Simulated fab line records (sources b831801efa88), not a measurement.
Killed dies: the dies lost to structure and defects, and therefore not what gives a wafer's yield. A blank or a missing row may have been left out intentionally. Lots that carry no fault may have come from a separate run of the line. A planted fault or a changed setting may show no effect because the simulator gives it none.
Matching of chambers + flow sky130 + SKY_POLY_GATE_ETCH_17 on rie-si-02: 4 sister chambers
The step etches poly-Si in HBr/Cl2, stops on SiO2, target depth 180 nm, time 70.5 s. 4 wafers are shown with their chamber, then 11 later ones without.

## EACH WAFER AND ITS CHAMBER
| wafer  | chamber | drypump-motor-current-A (A) |
|--------|---------|-----------------------------|
| L086.5 | 1       | 6.6                         |
| L088.3 | 0       | 5.9                         |
| L088.5 | 2       | 6.4                         |
| L089.2 | 3       | 6.3                         |

## WAFERS WHOSE CHAMBER IS MISSING
| wafer  | drypump-motor-current-A (A) |
|--------|-----------------------------|
| L089.3 | 6.5                         |
| L089.5 | 6.5                         |
| L092.3 | 6.5                         |
| L092.4 | 6.5                         |
| L092.6 | 5.9                         |
| L094.1 | 5.9                         |
| L094.2 | 6.2                         |
| L094.6 | 6.5                         |
| L096.1 | 6.2                         |
| L096.3 | 5.9                         |
| L096.6 | 5.9                         |

## EACH ONE'S CHAMBER
| wafer  | from the rows above          | in truth |
|--------|------------------------------|----------|
| L089.3 | can't be placed: 1 or 2 or 3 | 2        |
| L089.5 | can't be placed: 1 or 2 or 3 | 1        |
| L092.3 | can't be placed: 1 or 2 or 3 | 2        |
| L092.4 | can't be placed: 1 or 2 or 3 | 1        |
| L092.6 | 0                            | 0        |
| L094.1 | 0                            | 0        |
| L094.2 | can't be placed: 3 or 2      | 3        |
| L094.6 | can't be placed: 1 or 2 or 3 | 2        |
| L096.1 | can't be placed: 3 or 2      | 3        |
| L096.3 | 0                            | 0        |
| L096.6 | 0                            | 0        |
Placed correctly: 4 of 11. From these rows, 7 cannot be placed; in 7 the true chamber is one of the candidates. 0 placed wrongly.
How it was worked out, from the rows above alone: a wafer's distance from a chamber is the root of the sum, over the readings, of the square of ((its reading less the chamber's mean) divided by the reading's scatter). If the next closest chamber is less than 2 further off than the closest, the wafer can't be placed; otherwise it belongs to the closest. The mean given for a chamber averages the wafers shown for that chamber. The scatter (one wafer shown for each chamber): square how far every hidden wafer sits from the nearest shown wafer, average those squares and take the square root.
